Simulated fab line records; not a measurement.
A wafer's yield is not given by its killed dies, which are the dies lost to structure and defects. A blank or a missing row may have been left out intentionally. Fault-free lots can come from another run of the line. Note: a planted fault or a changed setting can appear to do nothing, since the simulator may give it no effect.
fab line records / flow sky130 / part 2 of 2: steps 28 to 35 of 35
record lots=5 wafers=15 last_day=49
route steps=708 shown METAL1@452 VIA1@458 METAL2@483
lots untouched by any fault: they come from a run of this same line in which no faults occurred
start_h: start of the lot's first displayed wafer, in hours after the record's first day / wait_h: how many hours have passed since the lot's step before this one / " the same as in the row above / L1.1+2: a single row standing in for several wafers / - either no value or no given start / * or withheld: withheld / < > ~ a bound
route shown NAME@n: a module of which the file shows steps, and the number in the route of the first / usual: mean/standard deviation of fault-free wafers / same: alike in all rows / chamber/n: place in a boat / sites: per-site readings / _std_site: how widely they spread, as a standard deviation / _edge_site: outer sites' mean less inner sites' / radius_mm: how far each site lies from the wafer's centre / mask NAME#n: copy n / behind: the most recent tool/chamber to have shaped the wafer / hold: why the lot was held/for how many hours/how that ended / device: the n, p or np transistor that did not switch / end of line: the same wafers' tests at the end of the route / where a step has no rows: the recipe by itself / killed: the dies lost at the first sort to structure and to defects; this is not the yield of the wafer / map: dies across one wafer; x = killed, . = not, _ = none there
set.NAME: setting as actually run; set.NAME@STEP: the setting as run at that earlier step / model.NAME: the simulator's own value behind a step, which no gauge read
certain route steps with their lots: each step a table, each wafer a row
services: a tool's chamber out of use, with start hour (start_h, from the record's first day; less than 0 if before it), hours out, and reason
## steps
# step SKY_VIA1_CVD_21
# recipe material=W target_thk_nm=270 time_s=80.902 temp_c=400 pressure_torr=40
# usual heater_power_w=877/90
lot.wafer=L074.2 tool=cvd_w-02 chamber=1 start_h=775.11 wait_h=0.0 heater_power_w=1016
lot.wafer=L074.3 tool=cvd_w-02 chamber=1 start_h=775.11 wait_h=0.0 heater_power_w=969
lot.wafer=L074.5 tool=cvd_w-02 chamber=0 start_h=775.11 wait_h=0.0 heater_power_w=933
lot.wafer=L078.1 tool=cvd_w-01 chamber=1 start_h=838.78 wait_h=0.0 heater_power_w=813
lot.wafer=L078.3 tool=cvd_w-01 chamber=1 start_h=838.78 wait_h=0.0 heater_power_w=822
lot.wafer=L078.4 tool=cvd_w-01 chamber=0 start_h=838.78 wait_h=0.0 heater_power_w=723
lot.wafer=L080.4 tool=cvd_w-02 chamber=0 start_h=847.17 wait_h=0.1 heater_power_w=922
lot.wafer=L080.5 tool=cvd_w-02 chamber=0 start_h=847.17 wait_h=0.1 heater_power_w=942
lot.wafer=L080.6 tool=cvd_w-02 chamber=1 start_h=847.17 wait_h=0.1 heater_power_w=1005
lot.wafer=L082.3 tool=cvd_w-01 chamber=1 start_h=852.35 wait_h=0.1 heater_power_w=851
lot.wafer=L082.4 tool=cvd_w-01 chamber=0 start_h=852.35 wait_h=0.1 heater_power_w=737
lot.wafer=L082.6 tool=cvd_w-01 chamber=1 start_h=852.35 wait_h=0.1 heater_power_w=833
lot.wafer=L092.2 tool=cvd_w-02 chamber=1 start_h=931.19 wait_h=0.7 heater_power_w=899
lot.wafer=L092.4 tool=cvd_w-02 chamber=0 start_h=931.19 wait_h=0.7 heater_power_w=949
lot.wafer=L092.6 tool=cvd_w-02 chamber=1 start_h=931.19 wait_h=0.7 heater_power_w=932
# step SKY_VIA1_RS_MEAS_22
# recipe thk_meas_gauge=four-point-probe reads=W_of_VIA1_CVD_21+TiN_of_VIA1_SPUTTER_20
# usual VIA1_W_RS=0.427/0.0039
lot.wafer=L074.2 tool=film_metro-04 chamber=- start_h=775.23 wait_h=0.1 VIA1_W_RS[ohm/sq]=0.426
lot.wafer=L074.3 tool=film_metro-04 chamber=- start_h=775.23 wait_h=0.1 VIA1_W_RS[ohm/sq]=0.430
lot.wafer=L074.5 tool=film_metro-04 chamber=- start_h=775.23 wait_h=0.1 VIA1_W_RS[ohm/sq]=0.425
lot.wafer=L078.1 tool=film_metro-03 chamber=- start_h=838.87 wait_h=0.1 VIA1_W_RS[ohm/sq]=0.427
lot.wafer=L078.3 tool=film_metro-03 chamber=- start_h=838.87 wait_h=0.1 VIA1_W_RS[ohm/sq]=0.425
lot.wafer=L078.4 tool=film_metro-03 chamber=- start_h=838.87 wait_h=0.1 VIA1_W_RS[ohm/sq]=0.426
lot.wafer=L080.4 tool=film_metro-02 chamber=- start_h=847.29 wait_h=0.1 VIA1_W_RS[ohm/sq]=0.433
lot.wafer=L080.5 tool=film_metro-02 chamber=- start_h=847.29 wait_h=0.1 VIA1_W_RS[ohm/sq]=0.434
lot.wafer=L080.6 tool=film_metro-02 chamber=- start_h=847.29 wait_h=0.1 VIA1_W_RS[ohm/sq]=0.431
lot.wafer=L082.3 tool=film_metro-04 chamber=- start_h=852.45 wait_h=0.1 VIA1_W_RS[ohm/sq]=0.427
lot.wafer=L082.4 tool=film_metro-04 chamber=- start_h=852.45 wait_h=0.1 VIA1_W_RS[ohm/sq]=0.421
lot.wafer=L082.6 tool=film_metro-04 chamber=- start_h=852.45 wait_h=0.1 VIA1_W_RS[ohm/sq]=0.420
lot.wafer=L092.2 tool=film_metro-04 chamber=- start_h=931.30 wait_h=0.1 VIA1_W_RS[ohm/sq]=0.426
lot.wafer=L092.4 tool=film_metro-04 chamber=- start_h=931.30 wait_h=0.1 VIA1_W_RS[ohm/sq]=0.426
lot.wafer=L092.6 tool=film_metro-04 chamber=- start_h=931.30 wait_h=0.1 VIA1_W_RS[ohm/sq]=0.423
# step SKY_VIA1_THK_MEAS_23
# recipe thk_meas_gauge=xrf reads=W_of_VIA1_CVD_21
# usual VIA1_W_THK=277/4
lot.wafer=L074.2 tool=film_metro-04 chamber=- start_h=775.34 wait_h=0.1 VIA1_W_THK[nm]=275
lot.wafer=L074.3 tool=film_metro-04 chamber=- start_h=775.34 wait_h=0.1 VIA1_W_THK[nm]=269
lot.wafer=L074.5 tool=film_metro-04 chamber=- start_h=775.34 wait_h=0.1 VIA1_W_THK[nm]=274
lot.wafer=L078.1 tool=film_metro-03 chamber=- start_h=838.99 wait_h=0.1 VIA1_W_THK[nm]=281
lot.wafer=L078.3 tool=film_metro-03 chamber=- start_h=838.99 wait_h=0.1 VIA1_W_THK[nm]=281
lot.wafer=L078.4 tool=film_metro-03 chamber=- start_h=838.99 wait_h=0.1 VIA1_W_THK[nm]=281
lot.wafer=L080.4 tool=film_metro-02 chamber=- start_h=847.38 wait_h=0.1 VIA1_W_THK[nm]=271
lot.wafer=L080.5 tool=film_metro-02 chamber=- start_h=847.38 wait_h=0.1 VIA1_W_THK[nm]=273
lot.wafer=L080.6 tool=film_metro-02 chamber=- start_h=847.38 wait_h=0.1 VIA1_W_THK[nm]=274
lot.wafer=L082.3 tool=film_metro-04 chamber=- start_h=852.55 wait_h=0.1 VIA1_W_THK[nm]=276
lot.wafer=L082.4 tool=film_metro-04 chamber=- start_h=852.55 wait_h=0.1 VIA1_W_THK[nm]=278
lot.wafer=L082.6 tool=film_metro-04 chamber=- start_h=852.55 wait_h=0.1 VIA1_W_THK[nm]=280
lot.wafer=L092.2 tool=film_metro-04 chamber=- start_h=931.41 wait_h=0.1 VIA1_W_THK[nm]=275
lot.wafer=L092.4 tool=film_metro-04 chamber=- start_h=931.41 wait_h=0.1 VIA1_W_THK[nm]=276
lot.wafer=L092.6 tool=film_metro-04 chamber=- start_h=931.41 wait_h=0.1 VIA1_W_THK[nm]=279
# step SKY_VIA1_CMP_24
# recipe stop_on=SiO2 t_overpolish_s=15 down_force_psi=3.5 platen_rpm=60 target_thk_nm=0 pad_velocity_m_s=0.94248
# usual motor_current_A=10.7/0.86 overpolish_run_s=15.001/0.0088 time_to_endpoint_s=66.4/2.2
lot.wafer=L074.3 tool=cmp-01 chamber=1 start_h=775.39 wait_h=0.0 motor_current_A=10.8 overpolish_run_s=14.993 time_to_endpoint_s=66.7
lot.wafer=L074.2 tool=cmp-01 chamber=0 start_h=775.39 wait_h=0.0 motor_current_A=11.5 overpolish_run_s=15.005 time_to_endpoint_s=66.8
lot.wafer=L074.5 tool=cmp-01 chamber=2 start_h=775.39 wait_h=0.0 motor_current_A=10.6 overpolish_run_s=14.999 time_to_endpoint_s=66.0
lot.wafer=L078.4 tool=cmp-01 chamber=0 start_h=839.05 wait_h=0.0 motor_current_A=11.8 overpolish_run_s=15.006 time_to_endpoint_s=65.9
lot.wafer=L078.3 tool=cmp-01 chamber=1 start_h=839.05 wait_h=0.0 motor_current_A=10.8 overpolish_run_s=14.997 time_to_endpoint_s=65.2
lot.wafer=L078.1 tool=cmp-01 chamber=3 start_h=839.05 wait_h=0.0 motor_current_A=10.0 overpolish_run_s=15.000 time_to_endpoint_s=64.3
lot.wafer=L080.4 tool=cmp-01 chamber=1 start_h=847.56 wait_h=0.2 motor_current_A=10.8 overpolish_run_s=14.998 time_to_endpoint_s=66.2
lot.wafer=L080.6 tool=cmp-01 chamber=2 start_h=847.56 wait_h=0.2 motor_current_A=10.3 overpolish_run_s=15.001 time_to_endpoint_s=64.6
lot.wafer=L080.5 tool=cmp-01 chamber=3 start_h=847.56 wait_h=0.2 motor_current_A=10.7 overpolish_run_s=15.004 time_to_endpoint_s=67.8
lot.wafer=L082.4 tool=cmp-01 chamber=0 start_h=852.69 wait_h=0.1 motor_current_A=12.1 overpolish_run_s=14.984 time_to_endpoint_s=67.4
lot.wafer=L082.3 tool=cmp-01 chamber=1 start_h=852.69 wait_h=0.1 motor_current_A=11.1 overpolish_run_s=14.999 time_to_endpoint_s=68.3
lot.wafer=L082.6 tool=cmp-01 chamber=2 start_h=852.69 wait_h=0.1 motor_current_A=10.2 overpolish_run_s=15.008 time_to_endpoint_s=66.1
lot.wafer=L092.2 tool=cmp-02 chamber=0 start_h=931.58 wait_h=0.2 motor_current_A=11.5 overpolish_run_s=15.023 time_to_endpoint_s=66.1
lot.wafer=L092.4 tool=cmp-02 chamber=1 start_h=931.58 wait_h=0.2 motor_current_A=9.8 overpolish_run_s=15.008 time_to_endpoint_s=63.6
lot.wafer=L092.6 tool=cmp-02 chamber=0 start_h=931.58 wait_h=0.2 motor_current_A=11.0 overpolish_run_s=15.004 time_to_endpoint_s=64.5
# step SKY_METAL2_SPUTTER_00
# recipe material=Ti target_thk_nm=15 power_w=3000 time_s=10 chamber_pressure_pa=0.4
# usual chamber_pressure_pa=0.3999/0.0012 throttle_valve_pct=29.9/1
lot.wafer=L074.2 tool=pvd_sputter-03 chamber=- start_h=775.69 wait_h=0.1 chamber_pressure_pa=0.4008 throttle_valve_pct=30.3
lot.wafer=L074.3 tool=pvd_sputter-03 chamber=- start_h=775.69 wait_h=0.1 chamber_pressure_pa=0.3998 throttle_valve_pct=30.0
lot.wafer=L074.5 tool=pvd_sputter-03 chamber=- start_h=775.69 wait_h=0.1 chamber_pressure_pa=0.3995 throttle_valve_pct=30.0
lot.wafer=L078.1 tool=pvd_sputter-02 chamber=- start_h=839.35 wait_h=0.1 chamber_pressure_pa=0.4004 throttle_valve_pct=30.2
lot.wafer=L078.3 tool=pvd_sputter-02 chamber=- start_h=839.35 wait_h=0.1 chamber_pressure_pa=0.4013 throttle_valve_pct=30.0
lot.wafer=L078.4 tool=pvd_sputter-02 chamber=- start_h=839.35 wait_h=0.1 chamber_pressure_pa=0.4004 throttle_valve_pct=30.5
lot.wafer=L080.4 tool=pvd_sputter-03 chamber=- start_h=847.71 wait_h=0.1 chamber_pressure_pa=0.4005 throttle_valve_pct=28.8
lot.wafer=L080.5 tool=pvd_sputter-03 chamber=- start_h=847.71 wait_h=0.1 chamber_pressure_pa=0.4002 throttle_valve_pct=29.9
lot.wafer=L080.6 tool=pvd_sputter-03 chamber=- start_h=847.71 wait_h=0.1 chamber_pressure_pa=0.4000 throttle_valve_pct=28.3
lot.wafer=L082.3 tool=pvd_sputter-02 chamber=- start_h=852.89 wait_h=0.1 chamber_pressure_pa=0.4004 throttle_valve_pct=30.2
lot.wafer=L082.4 tool=pvd_sputter-02 chamber=- start_h=852.89 wait_h=0.1 chamber_pressure_pa=0.3994 throttle_valve_pct=30.3
lot.wafer=L082.6 tool=pvd_sputter-02 chamber=- start_h=852.89 wait_h=0.1 chamber_pressure_pa=0.4012 throttle_valve_pct=30.1
lot.wafer=L092.2 tool=pvd_sputter-04 chamber=- start_h=931.88 wait_h=0.2 chamber_pressure_pa=0.3996 throttle_valve_pct=29.1
lot.wafer=L092.4 tool=pvd_sputter-04 chamber=- start_h=931.88 wait_h=0.2 chamber_pressure_pa=0.3998 throttle_valve_pct=29.6
lot.wafer=L092.6 tool=pvd_sputter-04 chamber=- start_h=931.88 wait_h=0.2 chamber_pressure_pa=0.3998 throttle_valve_pct=28.9
# step SKY_METAL2_SPUTTER_01
# recipe material=TiN target_thk_nm=20 power_w=6500 time_s=16.7 chamber_pressure_pa=0.4
# usual chamber_pressure_pa=0.4000/0.0008 throttle_valve_pct=29.9/1
lot.wafer=L074.2 tool=pvd_sputter-03 chamber=- start_h=775.71 wait_h=0.0 chamber_pressure_pa=0.3997 throttle_valve_pct=30.1
lot.wafer=L074.3 tool=pvd_sputter-03 chamber=- start_h=775.71 wait_h=0.0 chamber_pressure_pa=0.3993 throttle_valve_pct=30.0
lot.wafer=L074.5 tool=pvd_sputter-03 chamber=- start_h=775.71 wait_h=0.0 chamber_pressure_pa=0.4007 throttle_valve_pct=29.9
lot.wafer=L078.1 tool=pvd_sputter-02 chamber=- start_h=839.38 wait_h=0.0 chamber_pressure_pa=0.3995 throttle_valve_pct=30.2
lot.wafer=L078.3 tool=pvd_sputter-02 chamber=- start_h=839.38 wait_h=0.0 chamber_pressure_pa=0.4004 throttle_valve_pct=29.8
lot.wafer=L078.4 tool=pvd_sputter-02 chamber=- start_h=839.38 wait_h=0.0 chamber_pressure_pa=0.4005 throttle_valve_pct=30.3
lot.wafer=L080.4 tool=pvd_sputter-03 chamber=- start_h=847.74 wait_h=0.0 chamber_pressure_pa=0.3997 throttle_valve_pct=28.6
lot.wafer=L080.5 tool=pvd_sputter-03 chamber=- start_h=847.74 wait_h=0.0 chamber_pressure_pa=0.4010 throttle_valve_pct=30.0
lot.wafer=L080.6 tool=pvd_sputter-03 chamber=- start_h=847.74 wait_h=0.0 chamber_pressure_pa=0.3993 throttle_valve_pct=28.3
lot.wafer=L082.3 tool=pvd_sputter-02 chamber=- start_h=852.91 wait_h=0.0 chamber_pressure_pa=0.3999 throttle_valve_pct=30.1
lot.wafer=L082.4 tool=pvd_sputter-02 chamber=- start_h=852.91 wait_h=0.0 chamber_pressure_pa=0.4012 throttle_valve_pct=30.2
lot.wafer=L082.6 tool=pvd_sputter-02 chamber=- start_h=852.91 wait_h=0.0 chamber_pressure_pa=0.4008 throttle_valve_pct=30.2
lot.wafer=L092.2 tool=pvd_sputter-04 chamber=- start_h=931.90 wait_h=0.0 chamber_pressure_pa=0.4011 throttle_valve_pct=29.2
lot.wafer=L092.4 tool=pvd_sputter-04 chamber=- start_h=931.90 wait_h=0.0 chamber_pressure_pa=0.4003 throttle_valve_pct=29.4
lot.wafer=L092.6 tool=pvd_sputter-04 chamber=- start_h=931.90 wait_h=0.0 chamber_pressure_pa=0.3987 throttle_valve_pct=28.9
# step SKY_METAL2_SPUTTER_02
# recipe material=AlCu target_thk_nm=250 power_w=10600 time_s=13.3 chamber_pressure_pa=0.4
# usual chamber_pressure_pa=0.3999/0.00082 throttle_valve_pct=29.9/1
lot.wafer=L074.2 tool=pvd_sputter-03 chamber=- start_h=775.73 wait_h=0.0 chamber_pressure_pa=0.3981 throttle_valve_pct=30.1
lot.wafer=L074.3 tool=pvd_sputter-03 chamber=- start_h=775.73 wait_h=0.0 chamber_pressure_pa=0.4002 throttle_valve_pct=30.1
lot.wafer=L074.5 tool=pvd_sputter-03 chamber=- start_h=775.73 wait_h=0.0 chamber_pressure_pa=0.3999 throttle_valve_pct=29.8
lot.wafer=L078.1 tool=pvd_sputter-02 chamber=- start_h=839.40 wait_h=0.0 chamber_pressure_pa=0.4005 throttle_valve_pct=30.0
lot.wafer=L078.3 tool=pvd_sputter-02 chamber=- start_h=839.40 wait_h=0.0 chamber_pressure_pa=0.3987 throttle_valve_pct=29.8
lot.wafer=L078.4 tool=pvd_sputter-02 chamber=- start_h=839.40 wait_h=0.0 chamber_pressure_pa=0.3998 throttle_valve_pct=30.1
lot.wafer=L080.4 tool=pvd_sputter-03 chamber=- start_h=847.76 wait_h=0.0 chamber_pressure_pa=0.3995 throttle_valve_pct=29.0
lot.wafer=L080.5 tool=pvd_sputter-03 chamber=- start_h=847.76 wait_h=0.0 chamber_pressure_pa=0.3984 throttle_valve_pct=30.0
lot.wafer=L080.6 tool=pvd_sputter-03 chamber=- start_h=847.76 wait_h=0.0 chamber_pressure_pa=0.4014 throttle_valve_pct=28.3
lot.wafer=L082.3 tool=pvd_sputter-02 chamber=- start_h=852.94 wait_h=0.0 chamber_pressure_pa=0.4009 throttle_valve_pct=30.1
lot.wafer=L082.4 tool=pvd_sputter-02 chamber=- start_h=852.94 wait_h=0.0 chamber_pressure_pa=0.4013 throttle_valve_pct=30.3
lot.wafer=L082.6 tool=pvd_sputter-02 chamber=- start_h=852.94 wait_h=0.0 chamber_pressure_pa=0.3999 throttle_valve_pct=30.0
lot.wafer=L092.2 tool=pvd_sputter-04 chamber=- start_h=931.93 wait_h=0.0 chamber_pressure_pa=0.3989 throttle_valve_pct=29.1
lot.wafer=L092.4 tool=pvd_sputter-04 chamber=- start_h=931.93 wait_h=0.0 chamber_pressure_pa=0.4002 throttle_valve_pct=29.8
lot.wafer=L092.6 tool=pvd_sputter-04 chamber=- start_h=931.93 wait_h=0.0 chamber_pressure_pa=0.4000 throttle_valve_pct=29.1
# step SKY_METAL2_SPUTTER_03
# recipe material=Ti target_thk_nm=5 power_w=3000 time_s=3.3 chamber_pressure_pa=0.4
# usual chamber_pressure_pa=0.3999/0.00083 throttle_valve_pct=29.9/1
lot.wafer=L074.2 tool=pvd_sputter-03 chamber=- start_h=775.76 wait_h=0.0 chamber_pressure_pa=0.3996 throttle_valve_pct=30.1
lot.wafer=L074.3 tool=pvd_sputter-03 chamber=- start_h=775.76 wait_h=0.0 chamber_pressure_pa=0.4001 throttle_valve_pct=30.3
lot.wafer=L074.5 tool=pvd_sputter-03 chamber=- start_h=775.76 wait_h=0.0 chamber_pressure_pa=0.4010 throttle_valve_pct=30.1
lot.wafer=L078.1 tool=pvd_sputter-02 chamber=- start_h=839.43 wait_h=0.0 chamber_pressure_pa=0.3998 throttle_valve_pct=29.8
lot.wafer=L078.3 tool=pvd_sputter-02 chamber=- start_h=839.43 wait_h=0.0 chamber_pressure_pa=0.3983 throttle_valve_pct=30.0
lot.wafer=L078.4 tool=pvd_sputter-02 chamber=- start_h=839.43 wait_h=0.0 chamber_pressure_pa=0.4006 throttle_valve_pct=30.1
lot.wafer=L080.4 tool=pvd_sputter-03 chamber=- start_h=847.79 wait_h=0.0 chamber_pressure_pa=0.4011 throttle_valve_pct=28.8
lot.wafer=L080.5 tool=pvd_sputter-03 chamber=- start_h=847.79 wait_h=0.0 chamber_pressure_pa=0.4001 throttle_valve_pct=30.1
lot.wafer=L080.6 tool=pvd_sputter-03 chamber=- start_h=847.79 wait_h=0.0 chamber_pressure_pa=0.3994 throttle_valve_pct=28.3
lot.wafer=L082.3 tool=pvd_sputter-02 chamber=- start_h=852.96 wait_h=0.0 chamber_pressure_pa=0.3993 throttle_valve_pct=30.1
lot.wafer=L082.4 tool=pvd_sputter-02 chamber=- start_h=852.96 wait_h=0.0 chamber_pressure_pa=0.4027 throttle_valve_pct=30.4
lot.wafer=L082.6 tool=pvd_sputter-02 chamber=- start_h=852.96 wait_h=0.0 chamber_pressure_pa=0.3988 throttle_valve_pct=29.9
lot.wafer=L092.2 tool=pvd_sputter-04 chamber=- start_h=931.95 wait_h=0.0 chamber_pressure_pa=0.3993 throttle_valve_pct=29.3
lot.wafer=L092.4 tool=pvd_sputter-04 chamber=- start_h=931.95 wait_h=0.0 chamber_pressure_pa=0.4003 throttle_valve_pct=29.6
lot.wafer=L092.6 tool=pvd_sputter-04 chamber=- start_h=931.95 wait_h=0.0 chamber_pressure_pa=0.4006 throttle_valve_pct=28.5
## services
tool=krf_scanner-02 chamber=- start_h=727.46 hours=1.0 kind=pm
tool=plasma_asher-04 chamber=- start_h=733.75 hours=9.0 kind=pm
tool=cmp-01 chamber=- start_h=744.00 hours=4.0 kind=pm
tool=wet_bench-04 chamber=- start_h=745.28 hours=2.1 kind=repair
tool=rie_metal-02 chamber=- start_h=749.32 hours=1.4 kind=pm
tool=cvd_w-02 chamber=- start_h=763.15 hours=1.0 kind=repair
tool=cvd_w-02 chamber=- start_h=768.61 hours=1.1 kind=repair
tool=krf_scanner-02 chamber=- start_h=772.53 hours=4.4 kind=pm
tool=rie_metal-02 chamber=0 start_h=777.84 hours=17.2 kind=repair
tool=cmp-01 chamber=- start_h=796.58 hours=0.4 kind=repair
tool=cvd_w-02 chamber=0 start_h=796.97 hours=12.4 kind=repair
tool=cmp-01 chamber=- start_h=803.16 hours=5.3 kind=pm
tool=hdpcvd-01 chamber=1 start_h=807.75 hours=4.7 kind=repair
tool=cvd_w-02 chamber=- start_h=827.54 hours=2.8 kind=pm
tool=pvd_sputter-02 chamber=- start_h=828.11 hours=2.0 kind=repair
tool=krf_scanner-02 chamber=- start_h=838.35 hours=0.8 kind=pm
tool=plasma_asher-01 chamber=- start_h=856.11 hours=14.6 kind=pm
tool=cmp-01 chamber=- start_h=857.66 hours=1.1 kind=repair
tool=rie_metal-02 chamber=- start_h=880.37 hours=0.1 kind=repair
tool=pvd_sputter-02 chamber=- start_h=880.78 hours=6.8 kind=repair
tool=plasma_asher-01 chamber=- start_h=884.01 hours=5.9 kind=repair
tool=cmp-02 chamber=- start_h=912.07 hours=4.0 kind=pm
tool=plasma_asher-04 chamber=- start_h=923.37 hours=15.6 kind=pm
tool=cmp-02 chamber=- start_h=923.91 hours=3.1 kind=repair
